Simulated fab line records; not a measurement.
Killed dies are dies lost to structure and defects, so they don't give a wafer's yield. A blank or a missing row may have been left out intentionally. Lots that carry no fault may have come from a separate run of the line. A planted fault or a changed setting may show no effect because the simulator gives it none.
Check of tool commonality	flow gf180mcu	Lots sampled 11, wafers sampled 33

== THE REASON FOR OPENING IT ==
Of 11 lots, 2 have the reading V3_W_RS flagged at GF_V3_RS_MEAS_24. No-fault wafers: 0.331 ohm/sq, standard deviation 0.004.
Rule: a lot is flagged in two cases, either no wafer of it has a number, or all its wafers with numbers fall more than 4 standard deviations from that mean. All remaining lots are regarded as sound.

lot	measured	on	V3_W_RS (ohm/sq), wafer by wafer	flag
L129	day 22 21:44	film_metro-02	0.336 0.331 0.331	
L134	day 24 07:44	film_metro-01	0.328 0.335 0.328	
L136	day 24 19:28	film_metro-03	0.413 0.411 0.398	FLAGGED
L137	day 25 08:05	film_metro-02	0.414 0.417 0.417	FLAGGED
L141	day 26 14:18	film_metro-02	0.328 0.334 0.331	
L145	day 27 19:11	film_metro-02	0.328 0.330 0.329	
L148	day 28 16:34	film_metro-02	0.333 0.332 0.332	
L149	day 28 21:41	film_metro-02	0.331 0.334 0.335	
L150	day 29 11:35	film_metro-03	0.327 0.330 0.326	
L151	day 29 11:56	film_metro-02	0.320 0.333 0.327	
L152	day 29 17:47	film_metro-03	0.328 0.322 0.325	
The numbers of the flagged lots are 0.412 ohm/sq on average: +0.081 ohm/sq against the usual, or +20 standard deviations.

== WHICH TOOL EACH LOT WENT THROUGH ==
2 process steps preceding the reading are held in the record, out of 602 steps in the route. In each cell: the tool, then ch and the chambers that the sampled wafers went through, then the start.
lot	flag	GF_V3_ETCH_17	GF_V3_CVD_23
L129		rie_diel-02 ch 0,1, day 22 21:37 or earlier	cvd_w-02 ch 0,1, day 22 21:37
L134		rie_diel-02 ch 0,2, day 24 07:38 or earlier	cvd_w-01 ch 0,1, day 24 07:38
L136	FLAGGED	rie_diel-02 ch 2,3, day 24 19:20 or earlier	cvd_w-02 ch 0,1, day 24 19:20
L137	FLAGGED	rie_diel-02 ch 2,3, day 25 07:58 or earlier	cvd_w-02 ch 0,1, day 25 07:58
L141		rie_diel-02 ch 1,2,3, day 26 14:11 or earlier	cvd_w-01 ch 0,1, day 26 14:11
L145		rie_diel-04 ch 0,1, day 27 19:03 or earlier	cvd_w-01 ch 0,1, day 27 19:03
L148		rie_diel-04 ch 1,2,3, day 28 16:28 or earlier	cvd_w-02 ch 0,1, day 28 16:28
L149		rie_diel-01 ch 0,1,2, day 28 21:34 or earlier	cvd_w-01 ch 0,1, day 28 21:34
L150		rie_diel-02 ch 0,1,2, day 29 11:29 or earlier	cvd_w-02 ch 0,1, day 29 11:29
L151		rie_diel-01 ch 0,1,2, day 29 11:49 or earlier	cvd_w-02 ch 0,1, day 29 11:49
L152		rie_diel-04 ch 0,2,3, day 29 17:39 or earlier	cvd_w-02 ch 0,1, day 29 17:39
What the steps here do:
- GF_V3_ETCH_17: etches SiO2 in C4F8/O2/Ar, stops on TiN, target depth 635 nm.
- GF_V3_CVD_23: deposits W, target thk 350 nm, time 104.9 s.
- GF_V3_RS_MEAS_24: measures by four-point-probe.

== FLAGGED AGAINST TOTAL, ONE TOOL AT A TIME (gauges that did the reading follow at the end) ==
step	tool	lots run	flagged	share of the flagged lots	sound lots run after its first flagged lot
GF_V3_ETCH_17	rie_diel-01	2	0	none	-
GF_V3_ETCH_17	rie_diel-02	6	2	all	2 (L141,L150)
GF_V3_ETCH_17	rie_diel-04	3	0	none	-
GF_V3_CVD_23	cvd_w-01	4	0	none	-
GF_V3_CVD_23	cvd_w-02	7	2	all	4 (L148,L150,L151,L152)
GF_V3_RS_MEAS_24	film_metro-01	1	0	none	-
GF_V3_RS_MEAS_24	film_metro-02	7	1	some	5 (L141,L145,L148,L149,L151)
GF_V3_RS_MEAS_24	film_metro-03	3	1	some	2 (L150,L152)
With no start given for some of its lots, GF_V3_ETCH_17 uses the hours and lot order of GF_V3_CVD_23.

== WHAT THE TABLE ALLOWS ==
2 rows of the table ran every flagged lot: rie_diel-02 at GF_V3_ETCH_17, cvd_w-02 at GF_V3_CVD_23.
- rie_diel-02 at GF_V3_ETCH_17: 2 of its 6 lots flagged. After the first flagged lot (L141, L150), sound lots still ran on it; a lasting fault on the whole tool would not permit that.
- cvd_w-02 at GF_V3_CVD_23: 2 of its 7 lots flagged. After the first flagged lot (L148, L150, L151, L152), sound lots still ran on it; a lasting fault on the whole tool would not permit that. Its own readings lie more than 4 standard deviations out on every wafer of the flagged lots: susceptor_temp_C.
No row of the table ran every flagged lot and no sound lot after the first.

== WHAT THE SIMULATOR PUT IN ==
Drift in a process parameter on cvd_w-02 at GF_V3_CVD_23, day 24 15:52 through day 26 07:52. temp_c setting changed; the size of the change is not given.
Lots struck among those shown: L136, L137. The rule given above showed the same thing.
